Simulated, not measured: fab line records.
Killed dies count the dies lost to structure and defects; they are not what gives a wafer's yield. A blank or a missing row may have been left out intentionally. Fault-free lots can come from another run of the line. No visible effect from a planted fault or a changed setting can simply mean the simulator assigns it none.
A lot that was struck, set against a sound lot || flow sfqLine || 41 out of 325 route steps
Sound: wafers L987.2, L987.4, L987.5. Struck: wafer L998.5. (L998.1, L998.2 of the same lot were not struck and are left out.) The cause comes at the end.
Per side, at each step with rows, come the tool, then ch with its chambers, and then its first start. Under that, the readings that differ: sound wafers || struck wafers || difference of the means || sigmas: that difference in standard deviations of wafers without a fault.
alike: readings whose means differ by less than 2 such deviations, and words and numbers that are the same on both sides. not compared: withheld readings, readings that some wafer has no value for, bounds like >300 that may hide the same value, and numbers for which the record gives no deviation and whose values overlap.
A row with sigmas, a row that says differs or no value, or rows on one side alone: a step with any of these is where the two part. Numbers that have no deviation but don't overlap get no sigmas and don't part them. Lack of a reading on every wafer of one side parts them only where that side has two or more wafers.

SFQ_I0_OVL_MEAS_908:
  sound on overlay-02, day 18 05:37; struck on overlay-01, day 22 11:05
  alike: I0_OVL
SFQ_TRILAYER_I0_VIA_BARC_OPEN_VIA_ETCH_046: etches BARC in O2, target depth 125 nm, time 41.7 s.
  sound on rieDiel-02 ch 1,3, day 18 05:39; struck on rieDiel-02 ch 0, day 22 11:08
  alike: chamberPressureMTorr, drypumpMotorCurrentA, oesProductAu
  not compared: rfHoursCounterH
then, 1 step without rows for these wafers: SFQ_TRILAYER_I0_VIA_ETCH_VIA_ETCH_034 (etches SiO2 in CHF3, stops on Nb, target depth 260 nm).
SFQ_TRILAYER_I0_VIA_STRIP_STRIP_035: strips in O2.
  sound on rieMetal-02 ch 0, day 18 05:49; struck on rieMetal-01 ch 1, day 22 11:17
  alike: chamberPressureMTorr, drypumpMotorCurrentA, oesProductAu
  not compared: rfHoursCounterH
then, 3 steps without rows for these wafers: SFQ_TRILAYER_I0_VIA_STRIP_SOLV_CLEAN_036 (cleans in NMP, time 600 s); SFQ_TRILAYER_M1_DEP_PRE_CLEAN_038 (time 22.5 s); SFQ_TRILAYER_M1_DEP_SPUTTER_037 (material Nb, target thk 200 nm, time 133.3 s).
SFQ_M1_RS_MEAS_909: the measuring method here is four-point-probe.
  sound on filmMetro-03, day 18 06:43; struck on filmMetro-04, day 22 12:11
  alike: M1_NB_RS
then, 3 steps without rows for these wafers: SFQ_TRILAYER_M1_LITHO_COAT_044 (resist thk 62 nm); SFQ_TRILAYER_M1_LITHO_COAT_039 (resist thk 600 nm); SFQ_TRILAYER_M1_LITHO_SOFTBAKE_043.
-- the record jumps here: 6 days lie between the struck wafers' starts before and after --
SFQ_TRILAYER_M1_LITHO_EXPOSE_040: exposes mask M1, target cd 500 nm.
  sound on krfScanner-02 ch 0, day 24 10:10; struck on krfScanner-01 ch 0, day 28 23:01
  alike: mask
then, 2 steps without rows for these wafers: SFQ_TRILAYER_M1_LITHO_PEB_042 (peb time 60 s); SFQ_TRILAYER_M1_LITHO_DEVELOP_041 (time 60 s).
SFQ_M1_OVL_MEAS_911:
  sound on overlay-01, day 24 11:28; struck on overlay-01, day 29 00:31
  alike: M1_OVL
SFQ_TRILAYER_M1_BARC_OPEN_METAL_ETCH_054: etches BARC in O2, target depth 125 nm, time 41.7 s.
  sound on rieMetal-04 ch 0,1, day 24 11:30; struck on rieMetal-04 ch 0, day 29 00:32
{"reading": "model.M1.cdNm (nm)", "sound": "502.3 500.8 502.4", "struck": 455.7, "difference": -46.1, "sigmas": ""}
  alike: chamberPressureMTorr, drypumpMotorCurrentA, oesProductAu
  not compared: rfHoursCounterH
SFQ_TRILAYER_M1_ETCH_METAL_ETCH_042: etches Nb in Cl2/Ar, stops on SiO2, target depth 240 nm, time 120 s.
  sound on rieMetal-04 ch 0,1, day 24 11:34; struck on rieMetal-04 ch 0, day 29 00:36
{"reading": "model.M1.cdNm (nm)", "sound": "502.7 502.4 502.4", "struck": 455.7, "difference": -46.8, "sigmas": ""}
  alike: chamberPressureMTorr, drypumpMotorCurrentA, oesProductAu
  not compared: rfHoursCounterH
SFQ_TRILAYER_M1_STRIP_STRIP_043: strips in O2.
  sound on rieMetal-04 ch 0,1, day 24 11:41; struck on rieMetal-04 ch 0, day 29 00:44
  alike: chamberPressureMTorr, drypumpMotorCurrentA, oesProductAu
  not compared: rfHoursCounterH
then, 2 steps without rows for these wafers: SFQ_TRILAYER_M1_STRIP_SOLV_CLEAN_044 (cleans in NMP, time 600 s); SFQ_TRILAYER_I1_DEP_PECVD_045 (deposits SiO2 from SiH4/N2O, time 111.11 s, target thk 500 nm).
SFQ_TRILAYER_I1_CMP_CMP_046: polishes SiO2.
  sound on cmp-02 ch 1,2, day 24 12:32; struck on cmp-02 ch 2, day 29 10:16
  alike: motorCurrentA, slurryFilterDpKPa, timeToEndpointS
SFQ_I1_BOW_MEAS_912:
  sound on filmMetro-03, day 24 15:34; struck on filmMetro-01, day 29 10:46
  alike: I1_BOW
then, 7 steps without rows for these wafers: SFQ_TRILAYER_I1_METRO_MEASURE_047; SFQ_TRILAYER_I1_VIA_LITHO_COAT_054 (resist thk 62 nm); SFQ_TRILAYER_I1_VIA_LITHO_COAT_049 (resist thk 650 nm); SFQ_TRILAYER_I1_VIA_LITHO_SOFTBAKE_053; SFQ_TRILAYER_I1_VIA_LITHO_EXPOSE_050 (exposes mask I1, target cd 500 nm); SFQ_TRILAYER_I1_VIA_LITHO_PEB_052 (peb time 60 s); SFQ_TRILAYER_I1_VIA_LITHO_DEVELOP_051 (time 60 s).
-- the record jumps here: 6 days lie between the struck wafers' starts before and after --
SFQ_I1_OVL_MEAS_913:
  sound on overlay-01, day 27 23:38; struck on overlay-02, day 35 15:14
  alike: I1_OVL
SFQ_TRILAYER_I1_VIA_BARC_OPEN_VIA_ETCH_071: etches BARC in O2, target depth 125 nm, time 41.7 s.
  sound on rieDiel-04 ch 1,3, day 27 23:40; struck on rieDiel-01 ch 3, day 35 15:16
  alike: chamberPressureMTorr, drypumpMotorCurrentA, oesProductAu
  not compared: rfHoursCounterH
then, 5 steps without rows for these wafers: SFQ_TRILAYER_I1_VIA_ETCH_VIA_ETCH_052 (etches SiO2 in CHF3, stops on Nb, target depth 260 nm); SFQ_TRILAYER_I1_VIA_STRIP_STRIP_053 (strips in O2); SFQ_TRILAYER_I1_VIA_STRIP_SOLV_CLEAN_054 (cleans in NMP, time 600 s); SFQ_TRILAYER_M2_DEP_PRE_CLEAN_056 (time 22.5 s); SFQ_TRILAYER_M2_DEP_SPUTTER_055 (material Nb, target thk 200 nm, time 133.3 s).
SFQ_M2_RS_MEAS_914: the measuring method here is four-point-probe.
  sound on filmMetro-02, day 28 00:44; struck on filmMetro-01, day 35 16:19
{"reading": "M2_NB_RS (ohm/sq)", "sound": "0.915 0.893 0.894", "struck": 0.864, "difference": -0.037, "sigmas": -3}
then, 3 steps without rows for these wafers: SFQ_TRILAYER_M2_LITHO_COAT_062 (resist thk 62 nm); SFQ_TRILAYER_M2_LITHO_COAT_057 (resist thk 600 nm); SFQ_TRILAYER_M2_LITHO_SOFTBAKE_061.
-- the record jumps here: 49 days lie between the struck wafers' starts before and after --
SFQ_M8_BOW_MEAS_951:
  sound on filmMetro-02, day 77 10:50; struck on filmMetro-02, day 85 03:02
{"reading": "model.etest.m1.ohmUm", "sound": "1.757 1.731 1.755", "struck": 1.959, "difference": "+0.211", "sigmas": ""}
  alike: M8_BOW

WHERE THEY PART
At SFQ_M2_RS_MEAS_914 and nowhere else, as far as this record goes. Later steps at which nothing parts them and some readings are alike: SFQ_M8_BOW_MEAS_951.

WHY: whatever the simulator had introduced
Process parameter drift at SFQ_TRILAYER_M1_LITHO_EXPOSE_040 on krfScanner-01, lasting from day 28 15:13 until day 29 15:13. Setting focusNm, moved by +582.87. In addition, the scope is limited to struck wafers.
